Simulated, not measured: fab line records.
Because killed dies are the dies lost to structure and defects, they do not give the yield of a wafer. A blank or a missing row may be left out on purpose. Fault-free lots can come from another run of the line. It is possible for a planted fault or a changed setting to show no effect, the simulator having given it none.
Which tool is to blame? || flow sky130 || 45 wafers from 15 lots sampled at 2 of the route's 708 steps

WHAT THE GAUGES SHOWED, per wafer
SKY_VT_ADJUST_HVTR_OVL_MEAS_08.
{"lot": "L188", "measured": "day 9 17:07", "on": "overlay-02", "VT_ADJUST_HVTR_OVL (nm)": "2.1 -1.0 1.1"}
{"lot": "L193", "measured": "day 11 01:53", "on": "overlay-01", "VT_ADJUST_HVTR_OVL (nm)": "-1.5 0.4 0.9"}
{"lot": "L194", "measured": "day 11 14:26", "on": "overlay-01", "VT_ADJUST_HVTR_OVL (nm)": "-2.8 -1.9 -2.6"}
{"lot": "L195", "measured": "day 11 20:17", "on": "overlay-01", "VT_ADJUST_HVTR_OVL (nm)": "-1.2 -1.0 -0.3"}
{"lot": "L196", "measured": "day 11 21:01", "on": "overlay-01", "VT_ADJUST_HVTR_OVL (nm)": "-0.2 -3.6 -3.5"}
{"lot": "L197", "measured": "day 12 02:19", "on": "overlay-01", "VT_ADJUST_HVTR_OVL (nm)": "-1.4 -0.2 -1.1"}
{"lot": "L198", "measured": "day 12 17:25", "on": "overlay-02", "VT_ADJUST_HVTR_OVL (nm)": "0.6 -0.2 -2.7"}
{"lot": "L199", "measured": "day 12 20:37", "on": "overlay-02", "VT_ADJUST_HVTR_OVL (nm)": "-3.0 -2.1 0.1"}
{"lot": "L200", "measured": "day 13 01:20", "on": "overlay-02", "VT_ADJUST_HVTR_OVL (nm)": "48.0 46.1 46.6"}
{"lot": "L201", "measured": "day 13 04:23", "on": "overlay-02", "VT_ADJUST_HVTR_OVL (nm)": "-2.7 1.5 -0.1"}
{"lot": "L202", "measured": "day 13 20:57", "on": "overlay-02", "VT_ADJUST_HVTR_OVL (nm)": "46.8 45.4 46.7"}
{"lot": "L203", "measured": "day 14 07:28", "on": "overlay-02", "VT_ADJUST_HVTR_OVL (nm)": "-1.0 -2.8 1.1"}
{"lot": "L207", "measured": "day 15 02:07", "on": "overlay-01", "VT_ADJUST_HVTR_OVL (nm)": "45.5 46.6 48.0"}
{"lot": "L210", "measured": "day 16 01:10", "on": "overlay-02", "VT_ADJUST_HVTR_OVL (nm)": "0.9 -1.0 -1.5"}
{"lot": "L211", "measured": "day 16 12:10", "on": "overlay-02", "VT_ADJUST_HVTR_OVL (nm)": "-2.1 -1.3 -2.3"}

EACH LOT AND THE TOOL THAT RAN IT (in order: tool; ch and the chambers of the sampled wafers; start)
{"lot": "L188", "SKY_VT_ADJUST_HVTR_EXPOSE_04": "iline stepper-02 ch 0, day 9 06:53"}
{"lot": "L193", "SKY_VT_ADJUST_HVTR_EXPOSE_04": "iline stepper-01 ch 0, day 10 14:49"}
{"lot": "L194", "SKY_VT_ADJUST_HVTR_EXPOSE_04": "iline stepper-02 ch 0, day 11 03:07"}
{"lot": "L195", "SKY_VT_ADJUST_HVTR_EXPOSE_04": "iline stepper-02 ch 0, day 11 09:01"}
{"lot": "L196", "SKY_VT_ADJUST_HVTR_EXPOSE_04": "iline stepper-01 ch 0, day 11 09:45"}
{"lot": "L197", "SKY_VT_ADJUST_HVTR_EXPOSE_04": "iline stepper-01 ch 0, day 11 14:50"}
{"lot": "L198", "SKY_VT_ADJUST_HVTR_EXPOSE_04": "iline stepper-01 ch 0, day 12 05:34"}
{"lot": "L199", "SKY_VT_ADJUST_HVTR_EXPOSE_04": "iline stepper-01 ch 0, day 12 08:44"}
{"lot": "L200", "SKY_VT_ADJUST_HVTR_EXPOSE_04": "iline stepper-01 ch 0, day 12 13:26"}
{"lot": "L201", "SKY_VT_ADJUST_HVTR_EXPOSE_04": "iline stepper-02 ch 0, day 12 16:34"}
{"lot": "L202", "SKY_VT_ADJUST_HVTR_EXPOSE_04": "iline stepper-01 ch 0, day 13 08:13"}
{"lot": "L203", "SKY_VT_ADJUST_HVTR_EXPOSE_04": "iline stepper-02 ch 0, day 13 18:31"}
{"lot": "L207", "SKY_VT_ADJUST_HVTR_EXPOSE_04": "iline stepper-01 ch 0, day 14 13:26"}
{"lot": "L210", "SKY_VT_ADJUST_HVTR_EXPOSE_04": "iline stepper-02 ch 0, day 15 11:43"}
{"lot": "L211", "SKY_VT_ADJUST_HVTR_EXPOSE_04": "iline stepper-02 ch 0, day 15 22:07"}
- SKY_VT_ADJUST_HVTR_EXPOSE_04: exposes mask HVTRM, target cd 380 nm.

AS READ BY THE TOOLS THEMSELVES (means over the sampled wafers that have a number; for cases with no such wafer, the mark the record gives instead)
The record holds no such reading with a usual standard deviation.

THE ANSWER, worked out from the rows above alone
Rule: what is usual is taken from the lots themselves. The widest of any qualifying gaps counts: lots, ordered by their means at a reading, are off when they make up no more than a third of the lots, leave a main group of 4 or more, and stand apart from it by 3 or more times the standard deviation of that group's means. Not used: any main group whose means are identical at the precision the tables above print for the reading. Also off: a lot with no number at a reading for which 4 or more lots have one. Where the step has rows for the other lots, those lots are counted as sound. After the gauges, taken in route order, come the tools' own readings; for these a lot's mean is taken, as printed above. At the first step where some lot is off, the reading lying furthest off is the one used; lots without a number count as furthest.
Off: at SKY_VT_ADJUST_HVTR_OVL_MEAS_08 (VT_ADJUST_HVTR_OVL), L200, L202, L207. Main group: mean -1.0 nm, sd 0.91.
If a tool, at a process step before that reading, ran all the lots that are off and no sound lot after the first of them, it fits. The gauges at SKY_VT_ADJUST_HVTR_OVL_MEAS_08 are tried like those tools. One fits: SKY_VT_ADJUST_HVTR_EXPOSE_04 on iline stepper-01. A fault onset in the window from L199 (day 12 08:44, its last sound lot) to L200 (day 12 13:26, its first lot off) fits.

WHAT THE SIMULATOR HAD INSERTED
Scanner matching overlay: iline stepper-01, from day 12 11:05 on, at SKY_VT_ADJUST_HVTR_EXPOSE_04. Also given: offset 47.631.
Struck lots among those shown: L200, L202, L207. The rule given above showed the same thing.
